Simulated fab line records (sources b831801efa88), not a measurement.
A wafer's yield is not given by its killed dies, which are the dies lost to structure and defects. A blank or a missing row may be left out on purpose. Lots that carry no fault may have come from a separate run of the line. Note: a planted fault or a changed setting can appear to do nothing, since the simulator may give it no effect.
The tool behind it: which one? | flow sky130 | Sampling: 11 lots, 33 wafers, 4 of 708 route steps

## WHAT EACH GAUGE READ, for each wafer
SKY_SD_N_RS_MEAS_16: a four-point-probe measurement. Usual: SD_N_RS typically reads 68.57 ohm/sq, with standard deviation 0.11.
lot  | measured     | on            | SD_N_RS (ohm/sq)  | flag
L543 | day 28 04:33 | film-metro-01 | 68.56 68.42 68.38 |
L544 | day 28 14:25 | film-metro-03 | 68.64 68.74 68.63 |
L546 | day 29 05:08 | film-metro-02 | 68.43 68.58 68.54 |
L554 | day 32 00:14 | film-metro-03 | 68.48 68.51 68.50 |
L555 | day 32 18:50 | film-metro-02 | 68.80 68.63 68.60 |
L558 | day 33 03:50 | film-metro-01 | 68.65 68.57 68.62 |
L559 | day 33 08:06 | film-metro-03 | 68.62 68.67 68.60 |
L560 | day 33 19:05 | film-metro-01 | 68.41 68.38 68.61 |
L562 | day 34 13:13 | film-metro-03 | 68.62 68.59 68.52 |
L563 | day 34 15:50 | film-metro-03 | 68.69 68.53 68.46 |
L564 | day 34 23:49 | film-metro-02 | 68.56 68.57 68.82 |

SKY_LI_CONTACT_THK_MEAS_01. Usual: LI_CONTACT_HDPCVD_THK typically reads 938 nm, with standard deviation 9.5.
lot  | measured     | on            | LI_CONTACT_HDPCVD_THK (nm) | flag
L543 | day 28 05:01 | film-metro-03 | 938 942 938                |
L544 | day 28 14:53 | film-metro-01 | 1004 992 1000              | OFF
L546 | day 29 05:37 | film-metro-02 | 1008 1003 1001             | OFF
L554 | day 32 00:43 | film-metro-01 | 942 942 941                |
L555 | day 32 19:19 | film-metro-02 | 948 941 951                |
L558 | day 33 04:19 | film-metro-02 | 943 951 956                |
L559 | day 33 08:33 | film-metro-03 | 951 938 946                |
L560 | day 33 19:34 | film-metro-03 | 935 944 934                |
L562 | day 34 13:41 | film-metro-03 | 946 952 947                |
L563 | day 34 16:19 | film-metro-01 | 942 948 947                |
L564 | day 35 00:17 | film-metro-03 | 934 935 943                |

## EACH LOT AND THE TOOL THAT RAN IT (in order: tool; ch and the chambers of the sampled wafers; start)
lot  | SKY_LDD_LDN_STRIP_12                 | SKY_LI_CONTACT_HDPCVD_00
L543 | plasma-asher-01 ch 0,1, day 23 04:02 | hdpcvd-01 ch 0,1,2, day 28 04:55
L544 | plasma-asher-04 ch 0,1, day 23 16:29 | hdpcvd-01 ch 0,1, day 28 14:46
L546 | plasma-asher-01 ch 0,1, day 24 08:11 | hdpcvd-01 ch 1,2, day 29 05:31
L554 | plasma-asher-02 ch 0, day 27 08:35   | hdpcvd-01 ch 0,1, day 32 00:37
L555 | plasma-asher-02 ch 0,1, day 27 22:23 | hdpcvd-02 ch 1,2, day 32 19:13
L558 | plasma-asher-04 ch 0,1, day 28 10:56 | hdpcvd-02 ch 1,2, day 33 04:13
L559 | plasma-asher-02 ch 0,1, day 28 14:31 | hdpcvd-01 ch 0,1,2, day 33 08:28
L560 | plasma-asher-02 ch 0,1, day 29 02:23 | hdpcvd-01 ch 0,2, day 33 19:28
L562 | plasma-asher-01 ch 0,1, day 29 22:32 | hdpcvd-01 ch 0,1,2, day 34 13:34
L563 | plasma-asher-02 ch 0,1, day 30 02:17 | hdpcvd-02 ch 0,2, day 34 16:13
L564 | plasma-asher-02 ch 0,1, day 30 08:23 | hdpcvd-01 ch 0,2, day 35 00:10
- SKY_LDD_LDN_STRIP_12: strips in O2/N2.
- SKY_LI_CONTACT_HDPCVD_00: deposits PSG, target thk 930 nm, time 155 s.

## AS READ BY THE TOOLS THEMSELVES (means over the sampled wafers that have a number; for cases with no such wafer, the mark the record gives instead)
SKY_LDD_LDN_STRIP_12. Usual: drypump-motor-current-A 5.4 A, standard deviation 0.41; oes-product-au 0.715 a.u., standard deviation 0.0047; strip-time-to-endpoint-s 14.16 s, standard deviation 0.034.
lot  | tool            | drypump-motor-current-A (A) | oes-product-au (a.u.) | strip-time-to-endpoint-s (s) | flag
L543 | plasma-asher-01 | 5.5                         | 0.718                 | 14.16                        |
L544 | plasma-asher-04 | 5.5                         | 0.716                 | 14.18                        |
L546 | plasma-asher-01 | 5.5                         | 0.715                 | 14.14                        |
L554 | plasma-asher-02 | 5.9                         | 0.715                 | 14.20                        |
L555 | plasma-asher-02 | 5.4                         | 0.716                 | 14.13                        |
L558 | plasma-asher-04 | 5.2                         | 0.719                 | 14.19                        |
L559 | plasma-asher-02 | 5.5                         | 0.717                 | 14.19                        |
L560 | plasma-asher-02 | 5.1                         | 0.711                 | 14.19                        |
L562 | plasma-asher-01 | 5.5                         | 0.717                 | 14.12                        |
L563 | plasma-asher-02 | 5.4                         | 0.718                 | 14.16                        |
L564 | plasma-asher-02 | 5.4                         | 0.717                 | 14.17                        |

SKY_LI_CONTACT_HDPCVD_00. Usual: run-length-s reads 182.7 s (standard deviation 0.58).
lot  | tool      | run-length-s (s) | flag
L543 | hdpcvd-01 | 182.7            |
L544 | hdpcvd-01 | 194.2            | OFF
L546 | hdpcvd-01 | 194.3            | OFF
L554 | hdpcvd-01 | 182.4            |
L555 | hdpcvd-02 | 183.6            |
L558 | hdpcvd-02 | 183.2            |
L559 | hdpcvd-01 | 182.6            |
L560 | hdpcvd-01 | 183.0            |
L562 | hdpcvd-01 | 182.9            |
L563 | hdpcvd-02 | 182.7            |
L564 | hdpcvd-01 | 182.7            |

## THE ANSWER, worked out from the rows above alone
Rule: a lot is off if the mean of its wafers that have a number lies more than 3 standard deviations from the usual mean. Also off: a lot with no number at a reading for which 4 or more lots have one. The other lots that the step has rows for count as sound. Order of review: gauges by route order, followed by the tools' own readings, for which a lot's mean as printed above is used. At the first step where some lot is off, the reading lying furthest off is the one used; lots without a number count as furthest.
Off: L544, L546, seen at SKY_LI_CONTACT_THK_MEAS_01 (LI_CONTACT_HDPCVD_THK).
If a tool, at a process step before that reading, ran all the lots that are off and no sound lot after the first of them, it fits. Not tried: the gauges at SKY_LI_CONTACT_THK_MEAS_01; whatever is off there is also off at SKY_LI_CONTACT_HDPCVD_00, on other tools, and gauge error can't account for it. Of those tried, none fits.

## WHAT THE SIMULATOR HAD PUT IN
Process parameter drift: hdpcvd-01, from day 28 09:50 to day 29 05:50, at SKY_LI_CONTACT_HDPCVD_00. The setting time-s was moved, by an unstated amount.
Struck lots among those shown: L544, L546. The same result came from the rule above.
